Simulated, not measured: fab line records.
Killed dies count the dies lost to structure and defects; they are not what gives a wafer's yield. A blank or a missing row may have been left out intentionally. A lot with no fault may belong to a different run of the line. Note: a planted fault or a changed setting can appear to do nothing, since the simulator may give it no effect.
A lot that was struck, set against a sound lot + flow sfq-line + 14 out of 325 route steps
Sound: the wafers L561.1, L561.2, L561.4. Struck: wafers L553.2, L553.4, L553.5. The cause is named last.
For every step that has rows: the tool of each side, followed by ch and its chambers, followed by its first start. Under that, the readings that differ: sound wafers + struck wafers + difference of the means + sigmas: that difference in standard deviations of wafers without a fault.
alike: a reading whose means differ by less than 2 such deviations, as well as words and numbers matching on both sides. not compared: withheld readings; readings where some wafer has no value; bounds like >300 that might hide an equal value; numbers whose values overlap and for which the record gives no deviation.
A row with sigmas, a row that says differs or no value, or rows on one side alone: a step with any of these is where the two part. Non-overlapping numbers with no deviation appear without sigmas and do not part them. A reading that every wafer of one side lacks parts them only if that side has two wafers or more.

first, 6 steps without rows for these wafers: SFQ_TRILAYER_M4_LITHO_COAT_098 (resist thk 62 nm); SFQ_TRILAYER_M4_LITHO_COAT_093 (resist thk 600 nm); SFQ_TRILAYER_M4_LITHO_SOFTBAKE_097; SFQ_TRILAYER_M4_LITHO_EXPOSE_094 (exposes mask M4, target cd 500 nm); SFQ_TRILAYER_M4_LITHO_PEB_096 (peb time 60 s); SFQ_TRILAYER_M4_LITHO_DEVELOP_095 (time 60 s).
SFQ_M4_OVL_MEAS_926:
  sound on overlay-01 at day 38 01:01; struck on overlay-02 at day 35 23:40
  alike: M4_OVL
SFQ_TRILAYER_M4_BARC_OPEN_METAL_ETCH_123: etches BARC in O2, target depth 125 nm, time 41.7 s.
  sound on rie-metal-01 ch 0,1, day 38 01:03; struck on rie-metal-04 ch 0,1, day 35 23:41
  alike: drypump-motor-current-A, oes-product-au
  not compared: rf-hours-counter-h
SFQ_TRILAYER_M4_ETCH_METAL_ETCH_096: etches Nb in Cl2/Ar, stops on SiO2, target depth 240 nm, time 120 s.
  sound on rie-metal-01 ch 0,1, day 38 01:07; struck on rie-metal-04 ch 0,1, day 35 23:45
  alike: drypump-motor-current-A, oes-product-au
  not compared: rf-hours-counter-h
SFQ_TRILAYER_M4_STRIP_STRIP_097: strips in O2.
  sound on rie-metal-01 ch 0,1, day 38 01:14; struck on rie-metal-04 ch 0,1, day 35 23:53
  alike: drypump-motor-current-A, oes-product-au
  not compared: rf-hours-counter-h
then, 1 step without rows for these wafers: SFQ_TRILAYER_M4_STRIP_SOLV_CLEAN_098 (cleans in NMP, time 600 s).
SFQ_TRILAYER_I4_DEP_PECVD_099: deposits SiO2 from SiH4/N2O, time 111.11 s, target thk 500 nm.
  sound on pecvd-01 ch 0,1,2, day 38 02:01; struck on pecvd-01 ch 1,2, day 36 00:39
  alike: heater-power-w, susceptor-temp-C, throttle-valve-pct
SFQ_TRILAYER_I4_CMP_CMP_100: polishes SiO2.
  sound on cmp-02 ch 0,1,3, day 40 03:35; struck on cmp-01 ch 0,2, day 37 22:24
| reading                 | sound             | struck            | difference | sigmas |
|-------------------------|-------------------|-------------------|------------|--------|
| head-pressure-psi (psi) | 2.988 2.998 2.997 | 3.167 3.178 3.169 | +0.177     | +29    |
  alike: motor-current-A, time-to-endpoint-s
SFQ_I4_BOW_MEAS_927:
  sound on film-metro-01 at day 40 06:35; struck on film-metro-01 at day 38 00:55
  alike: I4_BOW

## WHERE THEY PART
Only at SFQ_TRILAYER_I4_CMP_CMP_100, within this record. Later steps at which nothing parts them and some readings are alike: SFQ_I4_BOW_MEAS_927.

WHY: the cause the simulator had injected
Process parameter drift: cmp-01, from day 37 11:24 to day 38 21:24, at SFQ_TRILAYER_I4_CMP_CMP_100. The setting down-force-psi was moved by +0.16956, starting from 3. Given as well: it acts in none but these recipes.
